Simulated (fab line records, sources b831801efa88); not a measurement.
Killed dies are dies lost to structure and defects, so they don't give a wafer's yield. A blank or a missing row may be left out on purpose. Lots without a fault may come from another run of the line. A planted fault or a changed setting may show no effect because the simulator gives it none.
fab line records | flow sky130
record lots=24 wafers=72 last_day=50
route steps=708 shown CONTACT@432 METAL1@449 VIA1@470 METAL2@484
lots that met no fault: from a run of the same line without faults
start_h: hours from the record's first day to the start of the lot's first wafer shown | wait_h: hours since the lot's step before | " the same as in the row above | L1.1+2: a row that stands for several wafers | - no value, or no start given | * or withheld: withheld | < > ~ a bound
route shown NAME@n: a module of which the file shows steps, and the number in the route of the first | usual: mean/standard deviation of fault-free wafers | same: alike in all rows | chamber/n: place in a boat | sites: the reading at each site | _std_site: their standard deviation | _edge_site: outer sites' mean less inner sites' | radius_mm: how far each site lies from the wafer's centre | mask NAME#n: copy n | behind: the tool/chamber that last shaped the wafer | hold: why the lot was held/for how many hours/how that ended | device: the transistor (n, p or np) that didn't switch | end of line: the same wafers' tests at the end of the route | a step without rows: its recipe alone | killed: dies lost to structure and defects at the first sort, not the wafer's yield | map: a wafer's dies, x killed, . not, _ none there
set.NAME: the setting as run; set.NAME@STEP: as run at that earlier step | model.NAME: the simulator's own value behind a step, which no gauge read
steps of the route over a sample of lots; a table a step, a row a wafer
services: from which hour (start_h, from the record's first day; less than 0 if before it) a tool's chamber was out of use, for how many hours, and why
## steps
# step SKY_CONTACT_THK_MEAS_26
# recipe thk_meas_gauge=xrf reads=W_of_CONTACT_CVD_24
# usual CONTACT_W_THK=344/6.3
# columns lot.wafer tool chamber start_h wait_h CONTACT_W_THK[nm]
L074.1 film_metro-03 - 723.35 0.1 356
L074.4 " - " " 346
L074.5 " - " " 351
L075.4 film_metro-04 - 726.21 0.1 341
L075.5 " - " " 343
L075.6 " - " " 343
L076.2 film_metro-03 - 739.50 0.1 340
L076.4 " - " " 340
L076.6 " - " " 349
L077.2 film_metro-04 - 746.83 0.1 335
L077.3 " - " " 331
L077.4 " - " " 338
L078.1 film_metro-02 - 753.73 0.1 354
L078.2 " - " " 352
L078.6 " - " " 347
L079.1 film_metro-03 - 772.67 0.1 350
L079.3 " - " " 349
L079.6 " - " " 349
L080.1 film_metro-04 - 780.49 0.1 329
L080.3 " - " " 330
L080.4 " - " " 334
L081.2 film_metro-04 - 782.01 0.1 339
L081.3 " - " " 339
L081.6 " - " " 338
L082.1 film_metro-04 - 795.59 0.1 343
L082.2 " - " " 336
L082.3 " - " " 348
L083.1 film_metro-02 - 797.96 0.1 347
L083.3 " - " " 338
L083.6 " - " " 340
L084.1 film_metro-04 - 813.02 0.1 336
L084.3 " - " " 345
L084.6 " - " " 335
L086.2 film_metro-04 - 820.24 0.1 345
L086.3 " - " " 345
L086.5 " - " " 346
L085.1 film_metro-02 - 824.20 0.1 343
L085.5 " - " " 346
L085.6 " - " " 341
L087.1 film_metro-04 - 833.02 0.1 348
L087.4 " - " " 345
L087.6 " - " " 342
L088.4 film_metro-04 - 843.95 0.1 337
L088.5 " - " " 337
L088.6 " - " " 336
L089.1 film_metro-03 - 846.71 0.1 352
L089.3 " - " " 351
L089.6 " - " " 346
L090.1 film_metro-03 - 853.93 0.1 343
L090.2 " - " " 343
L090.5 " - " " 352
L091.1 film_metro-03 - 859.87 0.1 352
L091.3 " - " " 348
L091.6 " - " " 346
L092.2 film_metro-03 - 869.14 0.1 350
L092.4 " - " " 351
L092.6 " - " " 347
L093.2 film_metro-03 - 916.47 0.1 350
L093.4 " - " " 350
L093.6 " - " " 350
L097.1 film_metro-04 - 916.99 0.1 341
L097.5 " - " " 340
L097.6 " - " " 337
L094.2 film_metro-03 - 918.90 0.1 346
L094.3 " - " " 349
L094.4 " - " " 345
L096.1 film_metro-04 - 920.33 0.1 336
L096.2 " - " " 334
L096.5 " - " " 334
L095.1 film_metro-03 - 922.64 0.1 349
L095.3 " - " " 350
L095.5 " - " " 351
# step SKY_METAL1_CD_MEAS_15
# recipe target_cd_nm=140
# usual cd_nm=140.3/1.4
# columns lot.wafer tool chamber start_h wait_h cd_nm
L074.1 cd_sem-02 - 751.08 - 140.4
L074.4 " - " " 142.3
L074.5 " - " " 141.3
L075.4 cd_sem-02 - 754.45 - 141.5
L075.5 " - " " 140.4
L075.6 " - " " 140.8
L076.2 cd_sem-01 - 767.61 - 138.8
L076.4 " - " " 139.4
L076.6 " - " " 139.4
L077.2 cd_sem-02 - 775.44 - 140.5
L077.3 " - " " 141.5
L077.4 " - " " 141.1
L078.1 cd_sem-01 - 780.95 - 138.3
L078.2 " - " " 137.2
L078.6 " - " " 138.2
L079.1 cd_sem-02 - 800.29 - 139.8
L079.3 " - " " 140.4
L079.6 " - " " 141.7
L080.1 cd_sem-02 - 807.26 - 139.5
L080.3 " - " " 139.9
L080.4 " - " " 139.5
L081.2 cd_sem-01 - 809.41 - 138.0
L081.3 " - " " 138.2
L081.6 " - " " 137.9
L082.1 cd_sem-02 - 822.69 - 140.7
L082.2 " - " " 139.2
L082.3 " - " " 140.7
L083.1 cd_sem-02 - 825.69 - 139.8
L083.3 " - " " 140.7
L083.6 " - " " 142.0
L084.1 cd_sem-01 - 840.49 - 138.8
L084.3 " - " " 138.0
L084.6 " - " " 137.7
L086.2 cd_sem-02 - 848.06 - 142.0
L086.3 " - " " 140.6
L086.5 " - " " 141.1
L085.1 cd_sem-01 - 850.66 - 140.1
L085.5 " - " " 141.4
L085.6 " - " " 140.6
L087.1 cd_sem-02 - 860.04 - 140.7
L087.4 " - " " 142.0
L087.6 " - " " 140.4
L088.4 cd_sem-02 - 871.52 - 140.1
L088.5 " - " " 140.4
L088.6 " - " " 140.8
L089.1 cd_sem-01 - 873.31 - 141.6
L089.3 " - " " 141.6
L089.6 " - " " 141.8
L090.1 cd_sem-01 - 880.53 - 140.2
L090.2 " - " " 138.8
L090.5 " - " " 139.6
L091.1 cd_sem-02 - 885.56 - 140.1
L091.3 " - " " 140.6
L091.6 " - " " 139.0
L092.2 cd_sem-01 - 894.96 - 139.2
L092.4 " - " " 139.9
L092.6 " - " " 140.2
L093.2 cd_sem-01 - 942.88 - 142.1
L093.4 " - " " 143.6
L093.6 " - " " 141.4
L097.1 cd_sem-02 - 942.94 - 140.3
L097.5 " - " " 140.8
L097.6 " - " " 140.6
L094.2 cd_sem-02 - 945.08 - 142.0
L094.3 " - " " 141.3
L094.4 " - " " 141.5
L096.1 cd_sem-01 - 945.93 - 139.8
L096.2 " - " " 139.3
L096.5 " - " " 141.0
L095.1 cd_sem-01 - 948.18 - 143.2
L095.3 " - " " 141.4
L095.5 " - " " 142.6
# step SKY_VIA1_CD_MEAS_12
# recipe target_cd_nm=150
# usual cd_nm=149.7/1.8
# columns lot.wafer tool chamber start_h wait_h cd_nm
L074.1 cd_sem-01 - 779.61 - 151.3
L074.4 " - " " 151.9
L074.5 " - " " 153.0
L075.4 cd_sem-02 - 782.72 - 149.1
L075.5 " - " " 151.2
L075.6 " - " " 149.4
L076.2 cd_sem-01 - 795.36 - 147.8
L076.4 " - " " 149.0
L076.6 " - " " 148.2
L077.2 cd_sem-02 - 802.18 - 148.6
L077.3 " - " " 148.5
L077.4 " - " " 148.9
L078.1 cd_sem-02 - 808.86 - 149.6
L078.2 " - " " 148.9
L078.6 " - " " 149.3
L079.1 cd_sem-01 - 828.29 - 150.4
L079.3 " - " " 151.3
L079.6 " - " " 149.1
L080.1 cd_sem-01 - 835.51 - 149.8
L080.3 " - " " 148.1
L080.4 " - " " 148.9
L081.2 cd_sem-01 - 837.15 - 151.2
L081.3 " - " " 149.9
L081.6 " - " " 149.5
L082.1 cd_sem-01 - 850.78 - 155.1
L082.2 " - " " 153.4
L082.3 " - " " 154.9
L083.1 cd_sem-01 - 854.26 - 146.6
L083.3 " - " " 148.6
L083.6 " - " " 148.2
L084.1 cd_sem-02 - 869.01 - 149.2
L084.3 " - " " 149.7
L084.6 " - " " 149.2
L086.2 cd_sem-01 - 875.80 - 149.4
L086.3 " - " " 150.1
L086.5 " - " " 151.2
L085.1 cd_sem-02 - 878.06 - 150.8
L085.5 " - " " 150.2
L085.6 " - " " 151.1
L087.1 cd_sem-02 - 886.26 - 150.2
L087.4 " - " " 150.3
L087.6 " - " " 149.7
L088.4 cd_sem-01 - 897.82 - 148.5
L088.5 " - " " 148.3
L088.6 " - " " 149.2
L089.1 cd_sem-02 - 899.36 - 149.5
L089.3 " - " " 150.2
L089.6 " - " " 148.5
L090.1 cd_sem-02 - 907.76 - 148.7
L090.2 " - " " 148.4
L090.5 " - " " 150.0
L091.1 cd_sem-01 - 913.69 - 148.1
L091.3 " - " " 147.9
L091.6 " - " " 147.8
L092.2 cd_sem-01 - 921.60 - 151.2
L092.4 " - " " 152.2
L092.6 " - " " 153.2
L093.2 cd_sem-02 - 968.80 - 146.9
L093.4 " - " " 146.1
L093.6 " - " " 146.8
L097.1 cd_sem-02 - 969.13 - 147.8
L097.5 " - " " 150.8
L097.6 " - " " 148.9
L094.2 cd_sem-01 - 971.26 - 150.3
L094.3 " - " " 152.3
L094.4 " - " " 151.6
L096.1 cd_sem-01 - 971.89 - 151.8
L096.2 " - " " 151.9
L096.5 " - " " 151.4
L095.1 cd_sem-01 - 974.28 - 148.3
L095.3 " - " " 148.3
L095.5 " - " " 148.4
# step SKY_VIA1_ETCH_14
# recipe chemistry=N2/H2 target=BARC ion_energy_ev=200 source_w=500 bias_w=100 pressure_mtorr=30 n2_flow_sccm=100 h2_flow_sccm=200 stop_on=SiO2 time_s=45.9 target_depth_a=600
# usual chamber_pressure_mTorr=30.000/0.028 drypump_motor_current_A=5.6/0.45 oes_product_au=0.855/0.0051 throttle_valve_pct=13.224/0.01
# columns lot.wafer tool chamber start_h wait_h chamber_pressure_mTorr drypump_motor_current_A oes_product_au rf_hours_counter_h throttle_valve_pct
L074.1 rie_diel-01 3 779.77 0.0 29.986 5.7 0.869 4 13.239
L074.4 " 0 " " 29.966 4.9 0.858 - 13.246
L074.5 " 3 " " 29.993 5.7 0.854 - 13.227
L075.4 rie_diel-01 3 782.84 0.0 29.993 5.7 0.849 - 13.220
L075.5 " 2 " " 29.961 6.2 0.855 - 13.222
L075.6 " 0 " " 29.980 4.9 0.853 - 13.203
L076.2 rie_diel-04 1 795.49 0.0 29.966 4.9 0.856 10 13.234
L076.4 " 0 " " 30.000 5.7 0.854 2 13.243
L076.6 " 1 " " 29.973 4.9 0.851 - 13.241
L077.2 rie_diel-01 0 802.32 0.0 30.007 4.9 0.862 2 13.238
L077.3 " 3 " " 29.985 5.7 0.856 5 13.219
L077.4 " 3 " " 29.997 5.7 0.851 - 13.228
L078.1 rie_diel-01 1 809.02 0.0 29.958 6.0 0.857 1 13.223
L078.2 " 0 " " 29.965 4.9 0.854 2 13.245
L078.6 " 1 " " 30.047 6.0 0.849 - 13.216
L079.1 rie_diel-01 2 828.44 0.0 30.029 6.3 0.858 0 13.223
L079.3 " 3 " " 30.005 5.7 0.847 6 13.217
L079.6 " 3 " " 29.996 5.6 0.854 - 13.213
L080.1 rie_diel-04 2 835.67 0.0 30.023 5.8 0.861 4 13.241
L080.3 " 1 " " 29.994 4.9 0.844 10 13.224
L080.4 " 3 " " 29.976 5.2 0.857 9 13.224
L081.2 rie_diel-02 0 837.28 0.0 30.021 5.4 0.847 22 13.230
L081.3 " 1 " " 29.968 5.5 0.868 4 13.230
L081.6 " 0 " " 29.970 5.4 0.846 - 13.214
L082.1 rie_diel-01 1 850.94 0.0 30.063 6.0 0.851 2 13.226
L082.2 " 0 " " 29.996 4.9 0.856 3 13.209
L082.3 " 2 " " 30.008 6.2 0.856 1 13.221
L083.1 rie_diel-04 3 854.42 0.0 29.944 5.2 0.854 9 13.225
L083.3 " 2 " " 29.965 5.7 0.854 4 13.221
L083.6 " 2 " " 29.978 5.7 0.852 - 13.218
L084.1 rie_diel-02 0 869.17 0.0 30.011 5.4 0.854 23 13.229
L084.3 " 2 " " 30.002 5.4 0.848 16 13.204
L084.6 " 1 " " 29.965 5.5 0.853 - 13.226
L086.2 rie_diel-01 1 875.93 0.0 30.053 6.0 0.853 3 13.228
L086.3 " 2 " " 29.980 6.3 0.856 2 13.218
L086.5 " 0 " " 29.978 4.9 0.849 - 13.208
L085.1 rie_diel-01 0 878.22 0.0 30.027 4.9 0.854 4 13.214
L085.5 " 1 " " 29.997 6.0 0.850 - 13.236
L085.6 " 0 " " 30.007 4.9 0.857 - 13.209
L087.1 rie_diel-01 1 886.42 0.0 30.018 6.0 0.858 3 13.217
L087.4 " 3 " " 30.020 5.7 0.858 7 13.212
L087.6 " 0 " " 30.000 4.9 0.852 - 13.239
L088.4 rie_diel-02 0 897.92 0.0 30.023 5.4 0.858 24 13.225
L088.5 " 1 " " 30.003 5.5 0.853 - 13.234
L088.6 " 0 " " 29.978 5.4 0.859 - 13.211
L089.1 rie_diel-01 1 899.52 0.0 30.036 6.0 0.845 4 13.214
L089.3 " 0 " " 30.032 5.0 0.854 4 13.237
L089.6 " 1 " " 29.968 6.0 0.858 - 13.238
L090.1 rie_diel-04 3 907.92 0.0 29.958 5.2 0.855 10 13.215
L090.2 " 1 " " 29.963 4.9 0.851 12 13.226
L090.5 " 2 " " 30.027 5.8 0.858 - 13.213
L091.1 rie_diel-02 2 913.84 0.0 30.009 5.4 0.853 18 13.240
L091.3 " 1 " " 30.011 5.5 0.850 7 13.221
L091.6 " 1 " " 29.987 5.5 0.849 - 13.220
L092.2 rie_diel-01 2 921.73 0.0 29.970 6.2 0.854 4 13.240
L092.4 " 1 " " 30.002 6.0 0.853 5 13.220
L092.6 " 0 " " 30.053 5.0 0.861 - 13.225
L093.2 rie_diel-04 1 968.93 0.0 29.991 4.9 0.853 14 13.200
L093.4 " 3 " " 29.981 5.2 0.863 12 13.230
L093.6 " 3 " " 29.974 5.2 0.858 - 13.218
L097.1 rie_diel-04 0 969.28 0.0 29.991 5.7 0.853 7 13.226
L097.5 " 1 " " 30.026 4.9 0.859 - 13.217
L097.6 " 0 " " 30.034 5.7 0.857 - 13.223
L094.2 rie_diel-02 2 971.40 0.0 29.979 5.3 0.860 20 13.210
L094.3 " 0 " " 30.011 5.4 0.848 0 13.224
L094.4 " 3 " " 30.057 5.9 0.855 5 13.228
L096.1 rie_diel-04 3 972.05 0.0 30.027 5.2 0.860 12 13.216
L096.2 " 0 " " 29.969 5.6 0.861 7 13.225
L096.5 " 0 " " 29.996 5.6 0.866 - 13.220
L095.1 rie_diel-01 3 974.43 0.0 30.012 5.7 0.858 9 13.240
L095.3 " 0 " " 29.971 5.0 0.854 7 13.236
L095.5 " 2 " " 29.998 6.3 0.858 - 13.214
# step SKY_VIA1_RS_MEAS_22
# recipe thk_meas_gauge=four-point-probe reads=W_of_VIA1_CVD_21+TiN_of_VIA1_SPUTTER_20
# usual VIA1_W_RS=0.431/0.0047
# columns lot.wafer tool chamber start_h wait_h VIA1_W_RS[ohm/sq]
L074.1 film_metro-02 - 780.61 0.1 0.433
L074.4 " - " " 0.427
L074.5 " - " " 0.434
L075.4 film_metro-01 - 783.72 0.1 0.437
L075.5 " - " " 0.440
L075.6 " - " " 0.432
L076.2 film_metro-02 - 796.39 0.1 0.423
L076.4 " - " " 0.434
L076.6 " - " " 0.428
L077.2 film_metro-04 - 803.26 0.1 0.435
L077.3 " - " " 0.431
L077.4 " - " " 0.435
L078.1 film_metro-02 - 809.88 0.1 0.439
L078.2 " - " " 0.433
L078.6 " - " " 0.438
L079.1 film_metro-02 - 829.34 0.1 0.434
L079.3 " - " " 0.436
L079.6 " - " " 0.438
L080.1 film_metro-04 - 836.54 0.1 0.433
L080.3 " - " " 0.435
L080.4 " - " " 0.435
L081.2 film_metro-04 - 838.29 0.2 0.434
L081.3 " - " " 0.439
L081.6 " - " " 0.439
L082.1 film_metro-01 - 851.78 0.1 0.433
L082.2 " - " " 0.436
L082.3 " - " " 0.435
L083.1 film_metro-04 - 855.34 0.2 0.425
L083.3 " - " " 0.430
L083.6 " - " " 0.425
L084.1 film_metro-02 - 870.04 0.1 0.434
L084.3 " - " " 0.437
L084.6 " - " " 0.432
L086.2 film_metro-01 - 876.79 0.1 0.430
L086.3 " - " " 0.427
L086.5 " - " " 0.424
L085.1 film_metro-04 - 879.05 0.1 0.434
L085.5 " - " " 0.426
L085.6 " - " " 0.425
L087.1 film_metro-01 - 887.26 0.1 0.434
L087.4 " - " " 0.425
L087.6 " - " " 0.431
L088.4 film_metro-02 - 898.85 0.1 0.436
L088.5 " - " " 0.434
L088.6 " - " " 0.432
L089.1 film_metro-02 - 900.38 0.1 0.424
L089.3 " - " " 0.429
L089.6 " - " " 0.433
L090.1 film_metro-02 - 908.78 0.1 0.429
L090.2 " - " " 0.428
L090.5 " - " " 0.429
L091.1 film_metro-04 - 914.68 0.1 0.428
L091.3 " - " " 0.432
L091.6 " - " " 0.428
L092.2 film_metro-02 - 922.59 0.1 0.436
L092.4 " - " " 0.436
L092.6 " - " " 0.435
L093.2 film_metro-02 - 969.80 0.1 0.428
L093.4 " - " " 0.437
L093.6 " - " " 0.430
L097.1 film_metro-01 - 970.12 0.1 0.428
L097.5 " - " " 0.430
L097.6 " - " " 0.424
L094.2 film_metro-02 - 972.25 0.1 0.423
L094.3 " - " " 0.425
L094.4 " - " " 0.420
L096.1 film_metro-01 - 972.88 0.1 0.425
L096.2 " - " " 0.422
L096.5 " - " " 0.427
L095.1 film_metro-04 - 975.27 0.1 0.425
L095.3 " - " " 0.426
L095.5 " - " " 0.422
# step SKY_METAL2_SPUTTER_01
# recipe material=TiN target_thk_nm=20 power_w=6500 time_s=16.7 chamber_pressure_pa=0.4
# usual cathode_dc_power_W=6500.1/1.2 chamber_pressure_pa=0.4000/0.00081 throttle_valve_pct=30.4/1.1
# columns lot.wafer tool chamber start_h wait_h cathode_dc_power_W chamber_pressure_pa throttle_valve_pct
L074.1 pvd_sputter-04 - 781.29 0.0 6498.9 0.4003 29.4
L074.4 " - " " 6501.5 0.3999 29.8
L074.5 " - " " 6501.1 0.3996 30.7
L075.4 pvd_sputter-04 - 784.17 0.0 6499.2 0.3998 30.4
L075.5 " - " " 6501.0 0.4017 32.5
L075.6 " - " " 6500.9 0.4006 29.5
L076.2 pvd_sputter-01 - 796.87 0.0 6498.6 0.3994 29.6
L076.4 " - " " 6500.3 0.3991 30.7
L076.6 " - " " 6498.7 0.3999 31.0
L077.2 pvd_sputter-04 - 803.74 0.0 6501.8 0.3992 32.2
L077.3 " - " " 6500.3 0.3992 29.5
L077.4 " - " " 6501.7 0.4007 30.5
L078.1 pvd_sputter-01 - 810.38 0.0 6500.0 0.4010 31.4
L078.2 " - " " 6502.2 0.4009 30.9
L078.6 " - " " 6500.8 0.4001 30.8
L079.1 pvd_sputter-01 - 829.84 0.0 6501.2 0.4005 31.3
L079.3 " - " " 6499.8 0.4015 30.9
L079.6 " - " " 6500.7 0.3998 30.9
L080.1 pvd_sputter-02 - 837.04 0.0 6501.3 0.3993 31.2
L080.3 " - " " 6501.0 0.4004 30.0
L080.4 " - " " 6500.8 0.4007 27.8
L081.2 pvd_sputter-02 - 838.77 0.0 6501.1 0.4014 31.2
L081.3 " - " " 6500.1 0.4002 29.8
L081.6 " - " " 6501.1 0.4002 30.1
L082.1 pvd_sputter-01 - 852.28 0.0 6501.7 0.3995 31.1
L082.2 " - " " 6501.0 0.3997 29.8
L082.3 " - " " 6500.9 0.4007 30.9
L083.1 pvd_sputter-01 - 855.85 0.0 6500.0 0.3999 31.1
L083.3 " - " " 6499.1 0.4004 30.8
L083.6 " - " " 6501.0 0.4001 31.4
L084.1 pvd_sputter-02 - 870.54 0.0 6498.4 0.4000 30.0
L084.3 " - " " 6497.7 0.3992 31.4
L084.6 " - " " 6497.4 0.3986 31.1
L086.2 pvd_sputter-01 - 877.27 0.0 6499.6 0.4000 31.1
L086.3 " - " " 6499.6 0.4000 29.8
L086.5 " - " " 6500.5 0.3997 29.9
L085.1 pvd_sputter-02 - 879.55 0.0 6498.5 0.4000 28.3
L085.5 " - " " 6502.5 0.4011 30.1
L085.6 " - " " 6499.5 0.4009 28.1
L087.1 pvd_sputter-04 - 889.09 0.0 6500.0 0.3994 32.2
L087.4 " - " " 6500.0 0.4007 29.8
L087.6 " - " " 6498.1 0.4005 30.4
L088.4 pvd_sputter-04 - 899.29 0.0 6499.2 0.4006 29.3
L088.5 " - " " 6499.9 0.3984 29.7
L088.6 " - " " 6498.8 0.3994 32.4
L089.1 pvd_sputter-04 - 901.02 0.0 6499.0 0.4015 32.4
L089.3 " - " " 6501.2 0.4000 29.5
L089.6 " - " " 6497.6 0.3988 29.7
L090.1 pvd_sputter-01 - 909.44 0.0 6502.4 0.4001 30.9
L090.2 " - " " 6499.1 0.4002 30.8
L090.5 " - " " 6499.7 0.4009 30.0
L091.1 pvd_sputter-04 - 915.18 0.0 6500.1 0.4008 30.5
L091.3 " - " " 6500.0 0.4018 32.2
L091.6 " - " " 6500.6 0.4014 32.7
L092.2 pvd_sputter-04 - 923.32 0.0 6498.5 0.3991 30.4
L092.4 " - " " 6501.1 0.4003 29.5
L092.6 " - " " 6497.7 0.3996 32.4
L093.2 pvd_sputter-04 - 970.28 0.0 6501.7 0.4005 29.3
L093.4 " - " " 6499.5 0.3998 32.3
L093.6 " - " " 6501.3 0.4009 29.2
L097.1 pvd_sputter-02 - 970.62 0.0 6499.9 0.3997 30.1
L097.5 " - " " 6501.1 0.3994 28.2
L097.6 " - " " 6500.6 0.3988 31.1
L094.2 pvd_sputter-01 - 972.73 0.0 6500.0 0.4005 30.8
L094.3 " - " " 6501.3 0.3997 29.7
L094.4 " - " " 6500.1 0.4007 31.1
L096.1 pvd_sputter-02 - 973.45 0.0 6499.7 0.4016 28.2
L096.2 " - " " 6501.9 0.4000 29.9
L096.5 " - " " 6499.7 0.4010 28.2
L095.1 pvd_sputter-04 - 975.77 0.0 6499.8 0.3999 29.5
L095.3 " - " " 6500.1 0.4000 29.7
L095.5 " - " " 6499.7 0.4004 29.6
## services
# columns tool chamber start_h hours kind
rie_diel-01 - 763.25 1.8 repair
rie_diel-01 1 765.03 - clean
rie_diel-01 1 765.03 20.1 scheduled_down
rie_diel-01 - 765.90 0.9 repair
pvd_sputter-02 - 807.03 6.9 repair
rie_diel-01 0 831.11 1.8 repair
pvd_sputter-04 - 847.50 3.9 repair
pvd_sputter-04 - 849.71 3.3 repair
rie_diel-04 3 857.93 5.8 repair
pvd_sputter-04 - 869.93 10.5 repair
rie_diel-01 3 870.69 12.8 repair
rie_diel-04 - 885.17 0.2 repair
rie_diel-01 3 891.60 17.1 repair
rie_diel-02 3 913.51 4.2 repair
pvd_sputter-02 - 917.59 2.4 repair
rie_diel-04 0 921.37 3.0 repair
rie_diel-01 3 923.49 5.1 repair
rie_diel-04 2 925.24 4.4 repair
pvd_sputter-04 - 929.95 3.3 repair
pvd_sputter-01 - 932.81 21.8 repair
rie_diel-02 - 935.11 4.5 repair
rie_diel-04 2 935.78 6.1 repair
pvd_sputter-01 - 939.83 9.2 repair
rie_diel-04 3 944.63 1.8 repair
## key
fault none
